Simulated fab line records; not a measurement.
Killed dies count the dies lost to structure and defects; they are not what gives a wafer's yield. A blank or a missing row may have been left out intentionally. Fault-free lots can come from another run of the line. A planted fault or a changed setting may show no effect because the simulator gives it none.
Comparing a struck lot with a sound one ; flow sky130 ; 34 out of 708 route steps
Sound: wafers L262.1, L262.2, L262.3. Struck: wafers L254.1, L254.3 (left out: L254.4, a lot-mate that was not struck); the cause follows at the end.
At each step with rows: each side's tool, then ch and its chambers, then its first start. Under that, the readings that differ: sound wafers ; struck wafers ; difference of the means ; sigmas: that difference in standard deviations of wafers without a fault.
alike: words and numbers the same on both sides, and readings whose means are apart by under 2 such deviations; not compared: readings that were withheld, readings missing a value for some wafer, numbers with overlapping values and no deviation given by the record, and bounds like >300 which may hide the same value.
Wherever a step has rows on one side only, a row that says differs or no value, or a row with sigmas, the two part there. Numbers that don't overlap but have no deviation are shown without sigmas and don't part them. A reading that every wafer of one side lacks parts them only if that side has two wafers or more.

first, 8 steps without rows for these wafers: SKY_LOCAL_INTERCONNECT_ETCH_13 (etches BARC in N2/H2, stops on SiO2, time 45.9 s, target depth 60 nm); SKY_LOCAL_INTERCONNECT_METAL_ETCH_14 (etches TiN in Cl2/BCl3, stops on PSG, target depth 110 nm, time 31.4 s); SKY_LOCAL_INTERCONNECT_STRIP_15 (strips in O2/N2); SKY_LOCAL_INTERCONNECT_STRIP_16 (strips in post etch residue remover, time 1200 s); SKY_LOCAL_INTERCONNECT_CLEAN_17 (cleans in IPA, time 180 s); SKY_LOCAL_INTERCONNECT_CLEAN_18 (cleans in O3/DIW); SKY_CONTACT_CVD_00 (deposits Si3N4, target thk 75 nm); SKY_CONTACT_HDPCVD_02 (deposits SiO2, target thk 565 nm, time 94.2 s).
SKY_CONTACT_CMP_04: polishes SiO2.
  sound on cmp-02 ch 0,1,2, day 35 21:56; struck on cmp-02 ch 0,3, day 33 05:50
reading;sound;struck;difference;sigmas
time to endpoint s (s);85 86 80;104 105;+21;+5
model.SiO2_of_CONTACT_HDPCVD_02.thk nm (nm);339.4 338.9 340.2;417.8 418.9;+78.9;
  alike: motor current A
then, 9 steps without rows for these wafers: SKY_CONTACT_DEHYDRATE_06 (time 60 s); SKY_CONTACT_HMDS_07 (prime time 60 s); SKY_CONTACT_COAT_08 (resist thk 60 nm); SKY_CONTACT_COAT_09 (resist thk 450 nm); SKY_CONTACT_SOFTBAKE_10 (time 90 s); SKY_CONTACT_EXPOSE_11 (exposes mask CTM1, target cd 170 nm); SKY_CONTACT_PEB_12; SKY_CONTACT_DEVELOP_13 (develop time 60 s); SKY_CONTACT_ETCH_16 (etches BARC in N2/H2, stops on SiO2, time 45.9 s, target depth 60 nm).
SKY_CONTACT_ETCH_17: etches SiO2 in C4F8/O2/Ar, stops on Si3N4, target depth 340 nm.
  sound on rie diel-02 ch 0,2,3, day 37 00:35; struck on rie diel-04 ch 0,2, day 34 08:27
reading;sound;struck;difference;sigmas
oes product au (a.u.);0.892 0.893 0.899;0.992 0.991;+0.097;+21
model.etch.depth nm (nm);339.4 338.9 340.2;408.9 411.8;+70.9;
model.CONTACT.feature depth nm (nm);339.4 338.9 340.2;408.9 411.8;+70.9;
  alike: bias w, chamber pressure mTorr
then, 13 steps without rows for these wafers: SKY_CONTACT_ETCH_18 (etches Si3N4 in CHF3/O2, stops on TiN, time 39 s, target depth 75 nm); SKY_CONTACT_STRIP_19 (strips in O2/N2); SKY_CONTACT_STRIP_20 (strips in post etch residue remover, time 1200 s); SKY_CONTACT_CLEAN_21 (cleans in IPA, time 180 s); SKY_CONTACT_CLEAN_22 (cleans in O3/DIW); SKY_CONTACT_SPUTTER_23 (material TiN, target thk 20 nm, time 80 s); SKY_CONTACT_CVD_24 (deposits W, target thk 340 nm, time 102.12 s); SKY_CONTACT_CMP_27 (polishes, stops on SiO2, t overpolish 15 s, target thk 0 nm); SKY_METAL1_SPUTTER_00 (material Ti, target thk 15 nm, time 10 s); SKY_METAL1_SPUTTER_01 (material TiN, target thk 20 nm, time 16.7 s); SKY_METAL1_SPUTTER_02 (material AlCu, target thk 250 nm, time 13.3 s); SKY_METAL1_SPUTTER_03 (material Ti, target thk 5 nm, time 3.3 s); SKY_METAL1_SPUTTER_04 (material TiN, target thk 70 nm, time 58.3 s).
SKY_METAL1_METAL_ETCH_19: etches the open film in Cl2/BCl3, stops on SiO2, target depth 360 nm, time 78 s.
  sound on rie metal-02 ch 0,1, day 38 04:09; struck on rie metal-04 ch 0, day 35 12:52
reading;sound;struck;difference;sigmas
oes product au (a.u.);0.856 0.857 0.852;0.865 0.867;+0.011;+2
model.SiO2_of_CONTACT_HDPCVD_02.thk nm (nm);325.3 324.7 326;403.5 404.7;+78.8;
  alike: bias w, chamber pressure mTorr, drypump motor current A, throttle valve pct
  not compared: rf hours counter h
-- the record jumps here: 12 days lie between the struck wafers' starts before and after (it left off in module METAL1 and takes up again in module PAD_OPEN, whose first step shown is number 708 of the route) --
SKY_PAD_OPEN_PROBE_99:
  sound on prober-02 at day 49 16:49; struck on prober-02 at day 47 20:43
reading;sound;struck;difference;sigmas
killed at contacts;22 22 29;118 145;+107;+21
killed at other;0 0 0;0 3;+2;+3
killed dies;79 83 87;178 212;+112;+12
killed on rim;11 11 12;32 12;+11;+2
model.etest.mcon chain.rc ohm;16.99 16.46 16.96;30.23 27.95;+12.29;
  alike: killed_at_M0_to_M3, killed_at_M4_up, killed at front end, killed open, killed short

== WHERE THEY PART ==
Last at SKY_PAD_OPEN_PROBE_99 as far as this record goes, first at SKY_CONTACT_CMP_04.

WHY: whatever the simulator had introduced
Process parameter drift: cmp-02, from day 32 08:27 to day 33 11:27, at SKY_CONTACT_CMP_04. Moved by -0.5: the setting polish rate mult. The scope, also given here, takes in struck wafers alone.
